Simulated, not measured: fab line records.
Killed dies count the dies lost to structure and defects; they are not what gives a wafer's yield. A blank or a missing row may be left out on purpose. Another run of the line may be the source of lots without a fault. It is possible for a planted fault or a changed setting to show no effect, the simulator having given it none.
Struck lot and sound lot, side by side / flow sky130 / 16 steps out of a route of 708
Sound: the wafers L461.1, L461.3, L461.5. Wafers L465.3, L465.5, L465.6 were the ones struck. The cause is named last.
Each step with rows lists, per side, the tool, then ch with its chambers, then its first start. Under that, the readings that differ: sound wafers / struck wafers / difference of the means / sigmas: that difference in standard deviations of wafers without a fault.
alike: a reading whose means differ by less than 2 such deviations, as well as words and numbers matching on both sides. not compared: withheld readings; readings where some wafer has no value; bounds like >300 that might hide an equal value; numbers whose values overlap and for which the record gives no deviation.
A row with sigmas, a row that says differs or no value, or rows on one side alone: a step with any of these is where the two part. When numbers do not overlap yet have no deviation, they are printed without sigmas and do not part them. A reading that every wafer of one side lacks parts them only if that side has two wafers or more.

SKY_METAL5_SPUTTER_03: material Ti, target thk 5 nm, time 3.3 s.
  sound on pvd_sputter-04, day 45 00:44; struck on pvd_sputter-02, day 46 12:22
  alike: throttle_valve_pct
SKY_METAL5_SPUTTER_04: material TiN, target thk 70 nm, time 58.3 s.
  sound on pvd_sputter-04, day 45 00:45; struck on pvd_sputter-02, day 46 12:23
  alike: throttle_valve_pct
SKY_METAL5_RS_MEAS_05: the measuring method here is four-point-probe.
  sound on film_metro-03, day 45 00:48; struck on film_metro-01, day 46 12:28
  alike: METAL5_ALCU_RS
SKY_METAL5_THK_MEAS_06: measures by xrf.
  sound on film_metro-03, day 45 00:55; struck on film_metro-01, day 46 12:34
  alike: METAL5_ALCU_THK
then, 7 steps without rows for these wafers: SKY_METAL5_DEHYDRATE_07 (time 60 s); SKY_METAL5_HMDS_08 (prime time 60 s); SKY_METAL5_COAT_09 (resist thk 1800 nm); SKY_METAL5_SOFTBAKE_10 (time 60 s); SKY_METAL5_EXPOSE_11 (exposes mask MM5, target cd 1600 nm); SKY_METAL5_PEB_12; SKY_METAL5_DEVELOP_13 (develop time 60 s).
SKY_METAL5_DESCUM_14: chemistry O2, time 11 s.
  sound on rie_metal-02 ch 0,1, day 45 21:33; struck on rie_metal-02 ch 0,1, day 47 08:25
  alike: drypump_motor_current_A, oes_product_au
  not compared: rf_hours_counter_h
SKY_METAL5_METAL_ETCH_15: etches the open film in Cl2/BCl3, stops on SiO2, target depth 1260 nm, time 252 s.
  sound on rie_metal-02 ch 0,1, day 45 21:35; struck on rie_metal-02 ch 0,1, day 47 08:31
reading=model.NOVOLAK_of_METAL5_COAT_09.thk_nm (nm); sound=1009 1006 1008; struck=724.6 721.2 711.2; difference=-288.7; sigmas=
reading=model.METAL5.cd_nm (nm); sound=1609 1611 1605; struck=1558 1557 1565; difference=-48; sigmas=
reading=model.SiO2_of_VIA4_HDPCVD_00.thk_nm (nm); sound=548.2 547.9 547.3; struck=538.1 539 537.8; difference=-9.5; sigmas=
  alike: drypump_motor_current_A, mfc_cl2_sccm, oes_product_au, throttle_valve_pct
  not compared: rf_hours_counter_h
SKY_METAL5_STRIP_16: strips in O2/N2.
  sound on plasma_asher-02 ch 0,1, day 45 21:49; struck on plasma_asher-02 ch 0,1, day 47 08:42
reading=oes_product_au (a.u.); sound=0.708 0.708 0.709; struck=0.620 0.619 0.622; difference=-0.088; sigmas=-18
reading=strip_time_to_endpoint_s (s); sound=12.77 12.81 12.82; struck=9.50 9.45 9.33; difference=-3.37; sigmas=-22
  alike: drypump_motor_current_A
  not compared: rf_hours_counter_h
then, 1 step without rows for these wafers: SKY_METAL5_STRIP_17 (strips in post etch residue remover, time 1200 s).
SKY_PAD_OPEN_PROBE_99:
  sound on prober-02, day 47 17:18; struck on prober-02, day 49 00:51
reading=defect_limited_yield (%); sound=83.3 84.6 88.4; struck=81.5 79.3 83.3; difference=-4.1; sigmas=-2
reading=killed_dies; sound=82 76 57; struck=91 102 82; difference=+20; sigmas=+2
reading=sort_bin_5_function (%); sound=8.7 8.9 6.5; struck=10.8 13.4 9.6; difference=+3.2; sigmas=+2
reading=sort_n_pass; sound=410 416 435; struck=401 390 410; difference=-20; sigmas=-2
reading=sort_yield_pct (%); sound=83.3 84.6 88.4; struck=81.5 79.3 83.3; difference=-4.1; sigmas=-2
reading=model.etest.met5.width_nm (nm); sound=1603 1613 1608; struck=1552 1557 1564; difference=-50; sigmas=
  alike: killed_at_M0_to_M3, killed_at_M4_up, killed_at_contacts, killed_at_front_end, killed_at_other, killed_open, killed_short, sort_bin_3_pad_short, sort_bin_6_memory

WHERE THEY PART
Last at SKY_PAD_OPEN_PROBE_99 as far as this record goes, first at SKY_METAL5_STRIP_16.

WHY: the cause the simulator had injected
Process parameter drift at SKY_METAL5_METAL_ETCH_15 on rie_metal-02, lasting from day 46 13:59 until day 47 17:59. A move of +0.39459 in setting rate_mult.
